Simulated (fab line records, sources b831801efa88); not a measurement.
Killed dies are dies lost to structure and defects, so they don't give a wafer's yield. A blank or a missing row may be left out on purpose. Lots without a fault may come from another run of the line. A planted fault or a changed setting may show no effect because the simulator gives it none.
A struck lot beside a sound one | flow gf180mcu | 15 steps out of a route of 602
Sound: wafers L943.2, L943.3, L943.4. Struck: wafers L947.2, L947.4, L947.5. The cause comes at the end.
At each step with rows: each side's tool, then ch and its chambers, then its first start. Under that, the readings that differ: sound wafers | struck wafers | difference of the means | sigmas: that difference in standard deviations of wafers without a fault.
alike: readings whose means differ by less than 2 such deviations, and words and numbers that are the same on both sides. not compared: withheld readings, readings that some wafer has no value for, bounds like >300 that may hide the same value, and numbers for which the record gives no deviation and whose values overlap.
The two part at a step that has a row with sigmas, a row that says differs or no value, or rows on one side only. Numbers that don't overlap but have no deviation are shown without sigmas and don't part them. A reading that every wafer of one side lacks parts them only if that side has two wafers or more.

first, 6 steps without rows for these wafers: GF_STI_CLEAN_16 (cleans in dHF, time 25 s); GF_STI_WET_ETCH_17 (etches Si3N4 in H3PO4, target depth 45 nm, time 514 s); GF_STI_CLEAN_18 (cleans in SC1/SC2, time 150 s); GF_STI_CLEAN_19 (cleans in dHF, time 20 s); GF_STI_WET_ETCH_20 (etches SiO2 in dHF, target depth 20 nm, time 400 s); GF_STI_OXIDATION_21 (stabilise 600 s, purge 300 s, target thk 15 nm).
GF_STI_THK_MEAS_22:
  sound on film_metro-02, day 4 01:07; struck on film_metro-04, day 4 23:25
  alike: STI_OXIDATION_01_THK
then, 1 step without rows for these wafers: GF_STI_CVD_23 (deposits SiO2, target thk 650 nm, time 108.3 s).
GF_STI_THK_MEAS_24:
  sound on film_metro-03, day 4 01:15; struck on film_metro-02, day 4 23:34
  reading             | sound       | struck      | difference | sigmas
  STI_CVD_23_THK (nm) | 667 654 669 | 644 652 640 | -18        | -2
GF_STI_CMP_25: polishes, stops on Si3N4, t overpolish 33 s, target thk 524.6 nm.
  sound on cmp-01 ch 0,1,3, day 4 01:21; struck on cmp-02 ch 2,3, day 4 23:37
  alike: motor_current_A, overpolish_run_s, time_to_endpoint_s
then, 2 steps without rows for these wafers: GF_STI_WET_ETCH_26 (etches SiO2 in dHF, target depth 94 nm, time 188 s); GF_STI_WET_ETCH_27 (etches Si3N4 in H3PO4, target depth 160 nm, time 1825 s).
GF_STI_WET_ETCH_28: etches SiO2 in dHF, target depth 20 nm, time 40 s.
  sound on wet_bench-04 ch 1, day 4 02:10; struck on wet_bench-01 ch 2, day 5 00:32
  no value came back on the struck wafers for bath_heat_duty_pct (%), run_length_s (s); on the sound wafers bath_heat_duty_pct (%) reads 5.3 6.2 5.2
  reading                                    | sound             | struck            | difference | sigmas
  model.SiO2_of_STI_CVD_23.thk_nm (nm)       | 403.2 406.6 404.4 | 429.8 431.1 430.1 | +25.6      |
  model.SiO2_of_STI_OXIDATION_01.thk_nm (nm) | 0 0 0             | 9.665 9.514 9.5   | +9.560     |
then, 1 step without rows for these wafers: GF_STI_OXIDATION_29 (stabilise 600 s, purge 300 s, target thk 10 nm).
-- the record jumps here: 28 days lie between the struck wafers' starts before and after (it left off in module STI and takes up again in module PASSIVATION, whose first step shown is number 602 of the route) --
GF_PASSIVATION_PROBE_99:
  the record has rows for the struck wafers here (prober-01, day 32 18:59) and none for the sound ones

WHERE THEY PART
First at GF_STI_THK_MEAS_24; last, within this record, at GF_PASSIVATION_PROBE_99.

WHY: what the simulator had put in
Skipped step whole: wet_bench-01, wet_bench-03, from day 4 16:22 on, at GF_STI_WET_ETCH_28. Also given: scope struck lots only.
